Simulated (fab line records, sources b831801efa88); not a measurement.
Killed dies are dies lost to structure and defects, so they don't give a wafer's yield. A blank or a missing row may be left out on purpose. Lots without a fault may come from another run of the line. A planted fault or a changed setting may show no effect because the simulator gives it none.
A struck lot beside a sound one | flow gf180mcu | 43 steps out of a route of 602
Sound: wafers L200.1, L200.2, L200.6. Struck: wafers L215.1, L215.2, L215.5. The cause comes at the end.
At each step with rows: each side's tool, then ch and its chambers, then its first start. Under that, the readings that differ: sound wafers | struck wafers | difference of the means | sigmas: that difference in standard deviations of wafers without a fault.
alike: readings whose means differ by less than 2 such deviations, and words and numbers that are the same on both sides. not compared: withheld readings, readings that some wafer has no value for, bounds like >300 that may hide the same value, and numbers for which the record gives no deviation and whose values overlap.
The two part at a step that has a row with sigmas, a row that says differs or no value, or rows on one side only. Numbers that don't overlap but have no deviation are shown without sigmas and don't part them. A reading that every wafer of one side lacks parts them only if that side has two wafers or more.

first, 2 steps without rows for these wafers: GF_DNWELL_DEVELOP_06 (develop time 60 s); GF_DNWELL_IMPLANT_07.
GF_DNWELL_STRIP_08: strips in O2/N2.
  sound on plasma_asher-02 ch 0,1, day 2 18:03; struck on plasma_asher-01 ch 0,1, day 6 02:57
  reading                      | sound             | struck            | difference | sigmas
  strip_time_to_endpoint_s (s) | 37.22 37.23 37.25 | 36.85 36.86 36.85 | -0.38      | -3
  alike: drypump_motor_current_A, heater_power_w, oes_product_au, platen_temp_c
  not compared: rf_hours_counter_h
GF_DNWELL_TW_MEAS_09:
  sound on film_metro-02, day 2 18:09; struck on film_metro-02, day 6 03:03
  alike: DNWELL_TW
then, 7 steps without rows for these wafers: GF_NWELL_DEHYDRATE_00 (time 60 s); GF_NWELL_HMDS_01 (prime time 60 s); GF_NWELL_COAT_02 (resist thk 3000 nm); GF_NWELL_SOFTBAKE_03; GF_NWELL_EXPOSE_04 (exposes mask Nwell, target cd 860 nm); GF_NWELL_PEB_05; GF_NWELL_DEVELOP_06 (develop time 60 s).
GF_NWELL_OVL_MEAS_07:
  sound on overlay-01, day 3 06:35; struck on overlay-01, day 6 17:53
  reading        | sound       | struck         | difference | sigmas
  NWELL_OVL (nm) | 1.2 1.8 0.1 | -1.3 -2.4 -2.9 | -3.2       | -2
GF_NWELL_IMPLANT_08:
  sound on implanter-03 ch 0, day 3 06:37; struck on implanter-03 ch 0, day 6 17:55
  reading            | sound                            | struck                           | difference  | sigmas
  dose_ions_cm2      | 1.4994e+13 1.5017e+13 1.5011e+13 | 2.5029e+13 2.5047e+13 2.5059e+13 | +1.0038e+13 | +99 or more
  faraday_current_uA | 85.2 82.1 81.8                   | 137.1 136.6 145.0                | +56.5       | +33
then, 1 step without rows for these wafers: GF_NWELL_IMPLANT_09.
GF_NWELL_STRIP_10: strips in O2/N2.
  sound on plasma_asher-03 ch 0,1, day 3 06:55; struck on plasma_asher-03 ch 0,1, day 6 18:13
  alike: drypump_motor_current_A, heater_power_w, oes_product_au, platen_temp_c, strip_time_to_endpoint_s
  not compared: rf_hours_counter_h
GF_NWELL_TW_MEAS_11:
  sound on film_metro-01, day 3 07:01; struck on film_metro-04, day 6 18:42
  reading  | sound          | struck         | difference | sigmas
  NWELL_TW | 1568 1571 1569 | 1861 1872 1860 | +295       | +25
  not compared: hold
then, 6 steps without rows for these wafers: GF_LVPWELL_HMDS_01 (prime time 60 s); GF_LVPWELL_COAT_02 (resist thk 3000 nm); GF_LVPWELL_SOFTBAKE_03; GF_LVPWELL_EXPOSE_04 (exposes mask LVPWELL, target cd 600 nm); GF_LVPWELL_PEB_05; GF_LVPWELL_DEVELOP_06 (develop time 60 s).
GF_LVPWELL_OVL_MEAS_07:
  sound on overlay-02, day 3 20:16; struck on overlay-01, day 7 09:56
  alike: LVPWELL_OVL
then, 2 steps without rows for these wafers: GF_LVPWELL_IMPLANT_08; GF_LVPWELL_IMPLANT_09.
GF_LVPWELL_STRIP_10: strips in O2/N2.
  sound on plasma_asher-01 ch 0,1, day 3 20:35; struck on plasma_asher-03 ch 0,1, day 7 10:16
  alike: drypump_motor_current_A, heater_power_w, oes_product_au, platen_temp_c, strip_time_to_endpoint_s
  not compared: rf_hours_counter_h
GF_LVPWELL_TW_MEAS_11:
  sound on film_metro-03, day 3 20:41; struck on film_metro-03, day 7 10:22
  alike: LVPWELL_TW
then, 7 steps without rows for these wafers: GF_MVSD_DEHYDRATE_00 (time 60 s); GF_MVSD_HMDS_01 (prime time 60 s); GF_MVSD_COAT_02 (resist thk 3000 nm); GF_MVSD_SOFTBAKE_03; GF_MVSD_EXPOSE_04 (exposes mask MVSD, target cd 1000 nm); GF_MVSD_PEB_05; GF_MVSD_DEVELOP_06 (develop time 60 s).
GF_MVSD_OVL_MEAS_07:
  sound on overlay-02, day 4 10:17; struck on overlay-02, day 8 02:46
  alike: MVSD_OVL
then, 2 steps without rows for these wafers: GF_MVSD_IMPLANT_08; GF_MVSD_IMPLANT_09.
GF_MVSD_STRIP_10: strips in O2/N2.
  sound on plasma_asher-02 ch 0,1, day 4 10:37; struck on plasma_asher-03 ch 0,1, day 8 03:05
  reading                      | sound             | struck            | difference | sigmas
  strip_time_to_endpoint_s (s) | 36.83 36.84 36.88 | 37.04 37.04 37.08 | +0.20      | +2
  alike: drypump_motor_current_A, heater_power_w, oes_product_au, platen_temp_c
  not compared: rf_hours_counter_h
GF_MVSD_TW_MEAS_11:
  sound on film_metro-01, day 4 10:43; struck on film_metro-04, day 8 03:11
  alike: MVSD_TW
then, 2 steps without rows for these wafers: GF_MVPSD_DEHYDRATE_00 (time 60 s); GF_MVPSD_HMDS_01 (prime time 60 s).
-- the record jumps here: 3 days lie between the struck wafers' starts before and after --
GF_VT_IMPLANT_RS_MEAS_47: measures by four-point-probe.
  sound on film_metro-01, day 7 14:25; struck on film_metro-03, day 11 14:43
  reading           | sound             | struck            | difference | sigmas
  NWELL_RS (ohm/sq) | 487.4 486.8 486.2 | 377.2 378.0 378.0 | -109.1     | -91
  not compared: hold
GF_PASSIVATION_PROBE_99:
  the record has rows for the sound wafers here (prober-01, day 29 01:01) and none for the struck ones

WHERE THEY PART
First at GF_DNWELL_STRIP_08; last, within this record, at GF_PASSIVATION_PROBE_99.

WHY: what the simulator had put in
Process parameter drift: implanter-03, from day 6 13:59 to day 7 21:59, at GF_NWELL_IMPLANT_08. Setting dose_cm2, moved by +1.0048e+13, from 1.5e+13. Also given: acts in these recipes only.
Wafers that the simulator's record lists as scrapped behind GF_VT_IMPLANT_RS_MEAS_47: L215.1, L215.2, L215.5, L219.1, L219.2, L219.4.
